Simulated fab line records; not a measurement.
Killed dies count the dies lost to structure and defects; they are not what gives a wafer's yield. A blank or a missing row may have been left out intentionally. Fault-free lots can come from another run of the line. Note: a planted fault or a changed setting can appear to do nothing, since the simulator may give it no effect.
What tool caused it? / flow sfq-line / Sampling: 14 lots, 42 wafers, 2 of 325 route steps

WHAT THE GAUGES READ, wafer by wafer
No reading from a measuring or inspecting step in the record can be judged against a usual standard deviation.

EACH LOT AND THE TOOL THAT RAN IT (in order: tool; ch and the chambers of the sampled wafers; start)
lot=L832; SFQ_TRILAYER_A5C_DEP_PECVD_142=pecvd-02 ch 0,1,2, day 69 04:44; SFQ_TRILAYER_C5_ETCH_VIA_ETCH_154=rie-diel-04 ch 0,1, day 72 08:26
lot=L833; SFQ_TRILAYER_A5C_DEP_PECVD_142=pecvd-03 ch 0,1, day 69 06:56; SFQ_TRILAYER_C5_ETCH_VIA_ETCH_154=rie-diel-04 ch 0,1,3, day 73 14:32
lot=L834; SFQ_TRILAYER_A5C_DEP_PECVD_142=pecvd-03 ch 0,1,2, day 69 16:33; SFQ_TRILAYER_C5_ETCH_VIA_ETCH_154=rie-diel-04 ch 2,3, day 74 03:44
lot=L838; SFQ_TRILAYER_A5C_DEP_PECVD_142=pecvd-03 ch 0,1, day 72 07:58; SFQ_TRILAYER_C5_ETCH_VIA_ETCH_154=rie-diel-03 ch 1,3, day 77 02:32
lot=L841; SFQ_TRILAYER_A5C_DEP_PECVD_142=pecvd-02 ch 0,1, day 72 14:13; SFQ_TRILAYER_C5_ETCH_VIA_ETCH_154=rie-diel-04 ch 0,3, day 77 08:32
lot=L843; SFQ_TRILAYER_A5C_DEP_PECVD_142=pecvd-03 ch 0, day 72 17:49; SFQ_TRILAYER_C5_ETCH_VIA_ETCH_154=rie-diel-03 ch 0,1,3, day 77 12:08
lot=L845; SFQ_TRILAYER_A5C_DEP_PECVD_142=pecvd-01 ch 0,1, day 72 20:11; SFQ_TRILAYER_C5_ETCH_VIA_ETCH_154=rie-diel-02 ch 0,1,2, day 77 15:44
lot=L849; SFQ_TRILAYER_A5C_DEP_PECVD_142=pecvd-01 ch 1,2, day 74 19:01; SFQ_TRILAYER_C5_ETCH_VIA_ETCH_154=rie-diel-03 ch 0,3, day 79 04:37
lot=L850; SFQ_TRILAYER_A5C_DEP_PECVD_142=pecvd-01 ch 0,1,2, day 74 20:13; SFQ_TRILAYER_C5_ETCH_VIA_ETCH_154=rie-diel-02 ch 0,2,3, day 79 05:50
lot=L851; SFQ_TRILAYER_A5C_DEP_PECVD_142=pecvd-02 ch 1,2, day 74 23:49; SFQ_TRILAYER_C5_ETCH_VIA_ETCH_154=rie-diel-03 ch 0,2,3, day 79 08:13
lot=L852; SFQ_TRILAYER_A5C_DEP_PECVD_142=pecvd-02 ch 1,2, day 75 02:11; SFQ_TRILAYER_C5_ETCH_VIA_ETCH_154=rie-diel-02 ch 2,3, day 79 09:25
lot=L853; SFQ_TRILAYER_A5C_DEP_PECVD_142=pecvd-01 ch 0,1,2, day 75 03:25; SFQ_TRILAYER_C5_ETCH_VIA_ETCH_154=rie-diel-03 ch 0,1,3, day 79 10:37
lot=L854; SFQ_TRILAYER_A5C_DEP_PECVD_142=pecvd-02 ch 0,2, day 75 05:49; SFQ_TRILAYER_C5_ETCH_VIA_ETCH_154=rie-diel-04 ch 0,1, day 79 11:49
lot=L855; SFQ_TRILAYER_A5C_DEP_PECVD_142=pecvd-01 ch 0,1,2, day 75 06:59; SFQ_TRILAYER_C5_ETCH_VIA_ETCH_154=rie-diel-03 ch 0,2, day 79 13:01
- SFQ_TRILAYER_A5C_DEP_PECVD_142: deposits SiO2 from SiH4/N2O, time 15.556 s, target thk 70 nm.
- SFQ_TRILAYER_C5_ETCH_VIA_ETCH_154: etches SiO2 in CHF3, stops on Nb, target depth 84 nm.

AS READ BY THE TOOLS THEMSELVES (means over the sampled wafers that have a number; for cases with no such wafer, the mark the record gives instead)
SFQ_TRILAYER_A5C_DEP_PECVD_142. Usual: heater-power-w 94 W, standard deviation 13; rf-fwd-power-W 180.2 W, standard deviation 1.1; throttle-valve-pct 24.6 %, standard deviation 1.3.
lot=L832; tool=pecvd-02; heater-power-w (W)=96; rf-fwd-power-W (W)=180.4; throttle-valve-pct (%)=24.9; flag=
lot=L833; tool=pecvd-03; heater-power-w (W)=92; rf-fwd-power-W (W)=180.0; throttle-valve-pct (%)=25.8; flag=
lot=L834; tool=pecvd-03; heater-power-w (W)=83; rf-fwd-power-W (W)=180.5; throttle-valve-pct (%)=25.1; flag=
lot=L838; tool=pecvd-03; heater-power-w (W)=89; rf-fwd-power-W (W)=180.3; throttle-valve-pct (%)=25.4; flag=
lot=L841; tool=pecvd-02; heater-power-w (W)=86; rf-fwd-power-W (W)=179.4; throttle-valve-pct (%)=24.8; flag=
lot=L843; tool=pecvd-03; heater-power-w (W)=97; rf-fwd-power-W (W)=179.9; throttle-valve-pct (%)=26.9; flag=
lot=L845; tool=pecvd-01; heater-power-w (W)=106; rf-fwd-power-W (W)=179.9; throttle-valve-pct (%)=22.7; flag=
lot=L849; tool=pecvd-01; heater-power-w (W)=104; rf-fwd-power-W (W)=181.0; throttle-valve-pct (%)=22.5; flag=
lot=L850; tool=pecvd-01; heater-power-w (W)=104; rf-fwd-power-W (W)=180.5; throttle-valve-pct (%)=23.2; flag=
lot=L851; tool=pecvd-02; heater-power-w (W)=103; rf-fwd-power-W (W)=179.2; throttle-valve-pct (%)=25.4; flag=
lot=L852; tool=pecvd-02; heater-power-w (W)=103; rf-fwd-power-W (W)=179.7; throttle-valve-pct (%)=25.4; flag=
lot=L853; tool=pecvd-01; heater-power-w (W)=105; rf-fwd-power-W (W)=180.3; throttle-valve-pct (%)=23.3; flag=
lot=L854; tool=pecvd-02; heater-power-w (W)=101; rf-fwd-power-W (W)=181.1; throttle-valve-pct (%)=24.8; flag=
lot=L855; tool=pecvd-01; heater-power-w (W)=102; rf-fwd-power-W (W)=180.0; throttle-valve-pct (%)=23.0; flag=

SFQ_TRILAYER_C5_ETCH_VIA_ETCH_154. Usual: bias-w 80.04 W, standard deviation 0.23; drypump-motor-current-A 5.7 A, standard deviation 0.4; oes-product-au 0.893 a.u., standard deviation 0.0082; rf-fwd-power-W 495.5 W, standard deviation 1.8.
lot=L832; tool=rie-diel-04; bias-w (W)=80.01; drypump-motor-current-A (A)=6.0; oes-product-au (a.u.)=0.902; rf-fwd-power-W (W)=496.5; flag=
lot=L833; tool=rie-diel-04; bias-w (W)=80.12; drypump-motor-current-A (A)=5.9; oes-product-au (a.u.)=0.898; rf-fwd-power-W (W)=495.3; flag=
lot=L834; tool=rie-diel-04; bias-w (W)=79.99; drypump-motor-current-A (A)=5.8; oes-product-au (a.u.)=0.900; rf-fwd-power-W (W)=493.3; flag=
lot=L838; tool=rie-diel-03; bias-w (W)=80.08; drypump-motor-current-A (A)=5.7; oes-product-au (a.u.)=0.927; rf-fwd-power-W (W)=496.1; flag=OFF
lot=L841; tool=rie-diel-04; bias-w (W)=80.04; drypump-motor-current-A (A)=5.8; oes-product-au (a.u.)=0.895; rf-fwd-power-W (W)=494.8; flag=
lot=L843; tool=rie-diel-03; bias-w (W)=80.21; drypump-motor-current-A (A)=5.6; oes-product-au (a.u.)=0.935; rf-fwd-power-W (W)=494.2; flag=OFF
lot=L845; tool=rie-diel-02; bias-w (W)=79.97; drypump-motor-current-A (A)=5.7; oes-product-au (a.u.)=0.892; rf-fwd-power-W (W)=496.9; flag=
lot=L849; tool=rie-diel-03; bias-w (W)=80.29; drypump-motor-current-A (A)=5.7; oes-product-au (a.u.)=0.894; rf-fwd-power-W (W)=495.3; flag=
lot=L850; tool=rie-diel-02; bias-w (W)=80.04; drypump-motor-current-A (A)=6.0; oes-product-au (a.u.)=0.890; rf-fwd-power-W (W)=495.3; flag=
lot=L851; tool=rie-diel-03; bias-w (W)=80.24; drypump-motor-current-A (A)=5.3; oes-product-au (a.u.)=0.900; rf-fwd-power-W (W)=496.6; flag=
lot=L852; tool=rie-diel-02; bias-w (W)=80.02; drypump-motor-current-A (A)=6.0; oes-product-au (a.u.)=0.892; rf-fwd-power-W (W)=497.9; flag=
lot=L853; tool=rie-diel-03; bias-w (W)=79.96; drypump-motor-current-A (A)=5.6; oes-product-au (a.u.)=0.886; rf-fwd-power-W (W)=494.5; flag=
lot=L854; tool=rie-diel-04; bias-w (W)=79.97; drypump-motor-current-A (A)=6.0; oes-product-au (a.u.)=0.901; rf-fwd-power-W (W)=494.5; flag=
lot=L855; tool=rie-diel-03; bias-w (W)=79.80; drypump-motor-current-A (A)=5.2; oes-product-au (a.u.)=0.886; rf-fwd-power-W (W)=494.6; flag=

THE ANSWER, worked out from the rows above alone
Rule: a lot is off if the mean of its wafers that have a number lies more than 3 standard deviations from the usual mean. Also off: a lot with no number at a reading for which 4 or more lots have one. Any other lot the step has rows for is counted as sound. Order of review: gauges by route order, followed by the tools' own readings, for which a lot's mean as printed above is used. The first step at which some lot is off is used, and at that step the reading that is off furthest; a lot without a number counts as furthest.
Off: L838, L843, at SFQ_TRILAYER_C5_ETCH_VIA_ETCH_154 (oes-product-au).
A tool fits if, at that step or a process step before it, it ran every lot that is off, and no sound lot after the first of them. One candidate fits, namely pecvd-03 at SFQ_TRILAYER_A5C_DEP_PECVD_142. Its last sound lot is L834 (day 69 16:33), its first lot that is off L838 (day 72 07:58): a fault that began between those two fits.

WHAT THE SIMULATOR HAD INSERTED
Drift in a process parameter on pecvd-03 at SFQ_TRILAYER_A5C_DEP_PECVD_142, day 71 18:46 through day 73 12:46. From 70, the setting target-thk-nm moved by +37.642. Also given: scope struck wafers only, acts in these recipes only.
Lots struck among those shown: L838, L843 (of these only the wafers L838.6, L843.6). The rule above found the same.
